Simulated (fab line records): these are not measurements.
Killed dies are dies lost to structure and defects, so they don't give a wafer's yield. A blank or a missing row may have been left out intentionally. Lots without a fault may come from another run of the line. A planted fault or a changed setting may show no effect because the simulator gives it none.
Which tool did it? ; flow sky130 ; 12 lots with 36 wafers sampled at 3 steps, on a route of 708 steps

## WHAT EACH GAUGE READ, for each wafer
SKY_VIA2_THK_MEAS_23: measures by xrf.
lot;measured;on;VIA2_W_THK (nm)
L620;day 36 10:50;film-metro-02;408 403 406
L621;day 36 20:31;film-metro-04;427 420 424
L623;day 37 09:32;film-metro-04;397 400 405
L624;day 37 10:05;film-metro-04;399 400 401
L625;day 37 18:43;film-metro-04;393 394 399
L626;day 38 04:37;film-metro-01;419 416 416
L627;day 38 09:16;film-metro-01;425 420 415
L631;day 39 18:05;film-metro-04;393 396
L635;day 41 11:13;film-metro-01;408 403 410
L638;day 42 12:17;film-metro-02;405 403 397
L642;day 42 16:56;film-metro-04;399 401 397
L643;day 42 21:15;film-metro-01;408 402 409

SKY_VIA3_CD_MEAS_12: target cd 200 nm.
lot;measured;on;cd-nm (nm)
L620;day 39 19:39;cd-sem-01;201.8 203.7 203.2
L621;day 40 04:16;cd-sem-01;201.1 200.0 201.1
L623;day 40 15:55;cd-sem-02;201.4 199.5 201.0
L624;day 40 16:59;cd-sem-02;201.8 202.5 202.2
L625;day 41 01:15;cd-sem-02;201.5 202.6 202.8
L626;day 41 13:40;cd-sem-02;197.8 197.3 197.6
L627;day 41 14:53;cd-sem-02;202.4 202.8 202.0
L631;day 42 19:23;cd-sem-02;200.8 199.6
L635;day 44 10:45;cd-sem-01;200.1 200.0 199.5
L638;day 45 09:43;cd-sem-01;197.5 196.2 197.8
L642;day 45 14:32;cd-sem-01;200.1 199.4 199.0
L643;day 45 18:25;cd-sem-02;198.8 199.4 199.8

## EACH LOT AND THE TOOL THAT RAN IT (in order: tool; ch and the chambers of the sampled wafers; start)
lot;SKY_POLY_CUT_ETCH_11
L620;rie-diel-01 ch 1,3, day 24 09:52
L621;rie-diel-01 ch 1,3, day 24 21:40
L623;rie-diel-01 ch 0,1,3, day 25 14:22
L624;rie-diel-02 ch 1,3, day 25 15:43
L625;rie-diel-02 ch 0,1,2, day 26 00:07
L626;rie-diel-01 ch 0,2,3, day 26 09:43
L627;rie-diel-02 ch 0,1,2, day 26 15:49
L631;rie-diel-02 ch 1,3, day 28 02:10
L635;rie-diel-01 ch 1,2,3, day 29 23:04
L638;rie-diel-04 ch 1,2,3, day 31 04:55
L642;rie-diel-01 ch 0,1,3, day 31 11:40
L643;rie-diel-02 ch 0,1,2, day 31 17:53
- SKY_POLY_CUT_ETCH_11: etches Si3N4 in CF4/CH2F2/Ar, stops on poly-Si, time 42.5 s, target depth 60 nm.

## WHAT THE TOOLS THEMSELVES READ (means of the sampled wafers that have a number; where no wafer has one, the mark that the record gives instead)
SKY_POLY_CUT_ETCH_11.
lot;tool;bias-w (W);drypump-motor-current-A (A);oes-product-au (a.u.);throttle-valve-pct (%)
L620;rie-diel-01;149.9;5.8;0.828;14.994
L621;rie-diel-01;149.9;5.8;0.825;15.001
L623;rie-diel-01;149.8;5.7;0.832;14.991
L624;rie-diel-02;150.4;5.1;0.828;14.994
L625;rie-diel-02;150.4;5.3;0.829;14.991
L626;rie-diel-01;150.0;5.6;0.837;14.998
L627;rie-diel-02;150.1;5.3;0.831;14.992
L631;rie-diel-02;149.5;5.1;0.832;15.003
L635;rie-diel-01;150.2;5.5;0.827;15.000
L638;rie-diel-04;149.9;6.3;0.824;14.997
L642;rie-diel-01;150.2;5.7;0.834;14.991
L643;rie-diel-02;150.2;5.3;0.832;15.003

## THE ANSWER, worked out from the rows above alone
Rule: the usual values come from the lots themselves. Put in order of their means at a reading, lots are off if they are a third of the lots or fewer, leave a main group of 4 or more, and stand apart from it by a gap of 3 or more times the standard deviation of the main group's means; of several such gaps the widest counts. If all means in a main group match to the digits the tables above print for the reading, that group is not used. A lot without any number at a reading at which 4 lots or more have one is off too. Where the step has rows for the other lots, those lots are counted as sound. The gauges are gone through in route order, then the tools' own readings, and for those a lot's mean is taken as printed above. At the first step where some lot is off, the reading lying furthest off is the one used; lots without a number count as furthest.
Across all readings shown, no lot is off: no conclusion can be drawn from this.

## WHAT WAS PUT IN BY THE SIMULATOR
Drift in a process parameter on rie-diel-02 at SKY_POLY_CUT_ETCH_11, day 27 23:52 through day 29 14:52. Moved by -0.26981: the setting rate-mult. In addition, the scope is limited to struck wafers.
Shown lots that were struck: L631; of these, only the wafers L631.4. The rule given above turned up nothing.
